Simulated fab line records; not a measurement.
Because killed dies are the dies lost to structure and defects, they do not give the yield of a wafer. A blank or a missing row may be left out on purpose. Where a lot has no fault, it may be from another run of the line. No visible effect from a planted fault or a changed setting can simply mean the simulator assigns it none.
A struck lot beside a sound one :: flow sky130 :: 43 out of 708 route steps
Sound: wafers L757.3, L757.4, L757.6. Struck: wafers L755.1, L755.5, L755.6. The cause is named last.
Order at every step that has rows: each side's tool, ch and its chambers, its first start. Under that, the readings that differ: sound wafers :: struck wafers :: difference of the means :: sigmas: that difference in standard deviations of wafers without a fault.
alike: words and numbers the same on both sides, and readings whose means are apart by under 2 such deviations; not compared: readings that were withheld, readings missing a value for some wafer, numbers with overlapping values and no deviation given by the record, and bounds like >300 which may hide the same value.
A row with sigmas, a row that says differs or no value, or rows on one side alone: a step with any of these is where the two part. Numbers that don't overlap but have no deviation are shown without sigmas and don't part them. A reading that every wafer of one side lacks parts them only if that side has two wafers or more.

first, 4 steps without rows for these wafers: SKY_METAL2_SOFTBAKE_11 (time 90 s); SKY_METAL2_EXPOSE_12 (exposes mask MM2, target cd 140 nm); SKY_METAL2_PEB_13; SKY_METAL2_DEVELOP_14 (develop time 60 s).
SKY_METAL2_CD_MEAS_15: target cd 140 nm.
  sound: cdSem-02 at day 38 17:46; struck: cdSem-01 at day 37 09:59
  alike: cdNm
SKY_METAL2_OVL_MEAS_16:
  sound: overlay-02 at day 38 17:52; struck: overlay-02 at day 37 10:07
  alike: METAL2_OVL
SKY_METAL2_DESCUM_17: chemistry O2, time 8 s.
  sound on rieMetal-02 ch 0,1, day 38 17:53; struck on rieMetal-02 ch 0,1, day 37 10:08
  alike: drypumpMotorCurrentA, heBacksideLeakSccm, oesProductAu
  not compared: rfHoursCounterH
then, 5 steps without rows for these wafers: SKY_METAL2_ETCH_18 (etches BARC in N2/H2, stops on SiO2, time 45.9 s, target depth 60 nm); SKY_METAL2_METAL_ETCH_19 (etches the open film in Cl2/BCl3, stops on SiO2, target depth 360 nm, time 78 s); SKY_METAL2_STRIP_20 (strips in O2/N2); SKY_METAL2_STRIP_21 (strips in post etch residue remover, time 1200 s); SKY_METAL2_CLEAN_22 (cleans in IPA, time 180 s).
SKY_METAL2_CLEAN_23: cleans in O3/DIW.
  sound on wetBench-03 ch 3, day 38 18:34; struck on wetBench-04 ch 3, day 37 10:52
then, 1 step without rows for these wafers: SKY_VIA2_HDPCVD_00 (deposits SiO2, target thk 1180 nm, time 196.7 s).
SKY_VIA2_THK_MEAS_01:
  sound: filmMetro-01 at day 38 18:49; struck: filmMetro-02 at day 37 11:05
  alike: VIA2_HDPCVD_THK
then, 1 step without rows for these wafers: SKY_VIA2_CMP_02 (polishes SiO2).
SKY_VIA2_BOW_MEAS_03:
  sound: filmMetro-04 at day 38 19:11; struck: filmMetro-01 at day 37 11:26
  alike: VIA2_BOW
then, 8 steps without rows for these wafers: SKY_VIA2_DEHYDRATE_04 (time 60 s); SKY_VIA2_HMDS_05 (prime time 60 s); SKY_VIA2_COAT_06 (resist thk 60 nm); SKY_VIA2_COAT_07 (resist thk 450 nm); SKY_VIA2_SOFTBAKE_08 (time 90 s); SKY_VIA2_EXPOSE_09 (exposes mask VIM2, target cd 200 nm); SKY_VIA2_PEB_10; SKY_VIA2_DEVELOP_11 (develop time 60 s).
SKY_VIA2_CD_MEAS_12: target cd 200 nm.
  sound: cdSem-02 at day 39 20:01; struck: cdSem-02 at day 38 13:08
  alike: cdNm
SKY_VIA2_OVL_MEAS_13:
  sound: overlay-02 at day 39 20:07; struck: overlay-02 at day 38 13:16
  alike: VIA2_OVL
SKY_VIA2_ETCH_14: etches BARC in N2/H2, stops on SiO2, time 45.9 s, target depth 60 nm.
  sound on rieDiel-02 ch 1,2,3, day 39 20:08; struck on rieDiel-01 ch 0,3, day 38 13:17
  alike: drypumpMotorCurrentA, oesProductAu, throttleValvePct
  not compared: rfHoursCounterH
SKY_VIA2_ETCH_15: etches SiO2 in C4F8/O2/Ar, stops on TiN, target depth 546 nm, time 84 s.
  sound on rieDiel-02 ch 1,2,3, day 39 20:11; struck on rieDiel-01 ch 0,3, day 38 13:20
  alike: oesProductAu
  not compared: rfHoursCounterH
then, 5 steps without rows for these wafers: SKY_VIA2_STRIP_16 (strips in O2/N2); SKY_VIA2_STRIP_17 (strips in post etch residue remover, time 1200 s); SKY_VIA2_CLEAN_18 (cleans in IPA, time 180 s); SKY_VIA2_CLEAN_19 (cleans in O3/DIW); SKY_VIA2_SPUTTER_20 (material TiN, target thk 20 nm, time 80 s).
SKY_VIA2_CVD_21: deposits W, target thk 420 nm, time 126.4 s.
  sound on cvdW-02 ch 0,1, day 39 20:58; struck on cvdW-02 ch 0,1, day 38 14:03
  alike: heaterPowerW
SKY_VIA2_RS_MEAS_22: the measuring method here is four-point-probe.
  sound: filmMetro-04 at day 39 21:05; struck: filmMetro-02 at day 38 14:11
  alike: VIA2_W_RS
SKY_VIA2_THK_MEAS_23: measures by xrf.
  sound: filmMetro-04 at day 39 21:11; struck: filmMetro-02 at day 38 14:18
  alike: VIA2_W_THK
then, 3 steps without rows for these wafers: SKY_VIA2_CMP_24 (polishes, stops on SiO2, t overpolish 20 s, target thk 0 nm); SKY_METAL3_SPUTTER_00 (material Ti, target thk 15 nm, time 10 s); SKY_METAL3_SPUTTER_01 (material TiN, target thk 20 nm, time 16.7 s).
SKY_METAL3_SPUTTER_02: material AlCu, target thk 735 nm, time 39.1 s.
  sound: pvdSputter-01 at day 39 21:35; struck: pvdSputter-01 at day 38 14:43
  alike: throttleValvePct
then, 1 step without rows for these wafers: SKY_METAL3_SPUTTER_03 (material Ti, target thk 5 nm, time 3.3 s).
-- the record jumps here: 9 days lie between the struck wafers' starts before and after (it left off in module METAL3 and takes up again in module PAD_OPEN, whose first step shown is number 708 of the route) --
SKY_PAD_OPEN_PROBE_99:
  sound: prober-01 at day 48 14:55; struck: prober-02 at day 47 16:24
reading: defectLimitedYield (%)
sound: 82.5 80.3 88.0
struck: 78.5 75.8 74.0
difference: -7.5
sigmas: -4

reading: killed_at_M0_to_M3
sound: 32 46 29
struck: 62 66 69
difference: +30
sigmas: +4

reading: killedDies
sound: 86 97 59
struck: 106 119 128
difference: +37
sigmas: +4

reading: sort_bin_3_pad_short (%)
sound: 1.0 1.6 0.8
struck: 4.3 3.9 3.7
difference: +2.8
sigmas: +7

reading: sort_bin_5_function (%)
sound: 10.8 10.6 5.9
struck: 12.8 14.0 14.6
difference: +4.7
sigmas: +3

reading: sortNPass
sound: 406 395 433
struck: 386 373 364
difference: -37
sigmas: -4

reading: sortYieldPct (%)
sound: 82.5 80.3 88.0
struck: 78.5 75.8 74.0
difference: -7.5
sigmas: -4

reading: model.etest.tester.sortNPass
sound: 406 395 433
struck: 386 373 364
difference: -37
sigmas: 

reading: model.etest.tester.sortYieldPct (%)
sound: 82.52 80.28 88.01
struck: 78.46 75.81 73.98
difference: -7.52
sigmas: 

reading: model.etest.tester.sort_bin_5_pct (%)
sound: 10.77 10.57 5.894
struck: 12.8 14.02 14.63
difference: +4.7
sigmas: 

reading: model.etest.tester.sort_bin_3_pct (%)
sound: 1.016 1.626 0.813
struck: 4.268 3.862 3.659
difference: +2.778
sigmas: 
  alike: killed_at_M4_up, killedAtContacts, killedAtFrontEnd, killedAtOther, killedOpen, killedShort, sort_bin_6_memory

## WHERE THEY PART
Only at SKY_PAD_OPEN_PROBE_99, within this record.

WHY: the cause the simulator had injected
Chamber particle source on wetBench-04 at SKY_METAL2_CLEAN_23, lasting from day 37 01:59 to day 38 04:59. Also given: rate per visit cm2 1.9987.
